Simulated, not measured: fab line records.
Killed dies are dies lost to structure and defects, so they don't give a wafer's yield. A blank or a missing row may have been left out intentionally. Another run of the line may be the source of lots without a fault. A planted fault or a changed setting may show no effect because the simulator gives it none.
A lot that was struck, set against a sound lot -- flow sfq-line -- 14 out of 325 route steps
Sound: the wafers L638.1, L638.4, L638.6. Wafers struck: L642.1, L642.3, L642.5. The cause is named last.
Each step with rows lists, per side, the tool, then ch with its chambers, then its first start. Under that, the readings that differ: sound wafers -- struck wafers -- difference of the means -- sigmas: that difference in standard deviations of wafers without a fault.
alike: words and numbers the same on both sides, and readings whose means are apart by under 2 such deviations; not compared: readings that were withheld, readings missing a value for some wafer, numbers with overlapping values and no deviation given by the record, and bounds like >300 which may hide the same value.
A row with sigmas, a row that says differs or no value, or rows on one side alone: a step with any of these is where the two part. Numbers that don't overlap but have no deviation are shown without sigmas and don't part them. A reading that every wafer of one side lacks parts them only if that side has two wafers or more.

SFQ_TRILAYER_JJ_CE_BARC_OPEN_RIE_150: chemistry O2, target BARC, target depth 240 nm, time 80 s.
  sound on rie-metal-03 ch 1, day 55 18:04; struck on rie-metal-04 ch 0,1, day 56 06:04
reading,sound,struck,difference,sigmas
drypump-motor-current-A (A),6.6 6.6 6.6,5.5 5.6 5.7,-1.0,-2
  alike: chamber-pressure-mTorr, oes-product-au
  not compared: rf-hours-counter-h
SFQ_TRILAYER_JJ_CE_ETCH_RIE_118: chemistry SF6, target Nb, stops on Al2O3, time 97.7 s, target depth 170 nm.
  sound on rie-metal-03 ch 1, day 55 18:09; struck on rie-metal-04 ch 0,1, day 56 06:09
reading,sound,struck,difference,sigmas
drypump-motor-current-A (A),6.6 6.6 6.6,5.6 5.5 5.7,-1.0,-2
  alike: chamber-pressure-mTorr, oes-product-au
  not compared: rf-hours-counter-h
after that, 1 step had no rows for these wafers: SFQ_TRILAYER_JJ_ANODIZE_ANODIZE_119.
SFQ_TRILAYER_JJ_CE_STRIP_STRIP_120: strips in O2.
  sound on rie-metal-04 ch 1, day 55 18:46; struck on rie-metal-03 ch 0,1, day 56 06:46
  alike: chamber-pressure-mTorr, drypump-motor-current-A, oes-product-au
  not compared: rf-hours-counter-h
then, 7 steps without rows for these wafers: SFQ_TRILAYER_JJ_CE_STRIP_SOLV_CLEAN_121 (cleans in NMP, time 600 s); SFQ_TRILAYER_M5_LITHO_COAT_128 (resist thk 62 nm); SFQ_TRILAYER_M5_LITHO_COAT_123 (resist thk 600 nm); SFQ_TRILAYER_M5_LITHO_SOFTBAKE_127; SFQ_TRILAYER_M5_LITHO_EXPOSE_124 (exposes mask M5, target cd 700 nm); SFQ_TRILAYER_M5_LITHO_PEB_126 (peb time 60 s); SFQ_TRILAYER_M5_LITHO_DEVELOP_125 (time 60 s).
-- the record jumps here: 5 days lie between the struck wafers' starts before and after --
SFQ_M5_OVL_MEAS_932:
  struck on overlay-01, day 61 15:59; sound on overlay-02, day 61 07:09
  alike: M5_OVL
SFQ_TRILAYER_M5_BARC_OPEN_METAL_ETCH_161: etches BARC in O2, target depth 125 nm, time 41.7 s.
  sound on rie-metal-01 ch 0,1, day 61 07:11; struck on rie-metal-04 ch 0, day 61 16:01
reading,sound,struck,difference,sigmas
chamber-pressure-mTorr (mTorr),9.999 9.992 10.001,11.994 11.996 12.011,+2.003,+99 or more
  alike: drypump-motor-current-A, oes-product-au
  not compared: rf-hours-counter-h
SFQ_TRILAYER_M5_ETCH_METAL_ETCH_126: etches Nb in Cl2/BCl3, stops on SiO2, time 203.2 s, target depth 265 nm.
  sound on rie-metal-01 ch 0,1, day 61 07:15; struck on rie-metal-04 ch 0, day 61 16:08
  alike: chamber-pressure-mTorr, drypump-motor-current-A, oes-product-au
  not compared: rf-hours-counter-h

== WHERE THEY PART ==
First at SFQ_TRILAYER_JJ_CE_BARC_OPEN_RIE_150; last, within this record, at SFQ_TRILAYER_M5_BARC_OPEN_METAL_ETCH_161. Later steps at which nothing parts them and some readings are alike: SFQ_TRILAYER_M5_ETCH_METAL_ETCH_126.

WHY: whatever the simulator had introduced
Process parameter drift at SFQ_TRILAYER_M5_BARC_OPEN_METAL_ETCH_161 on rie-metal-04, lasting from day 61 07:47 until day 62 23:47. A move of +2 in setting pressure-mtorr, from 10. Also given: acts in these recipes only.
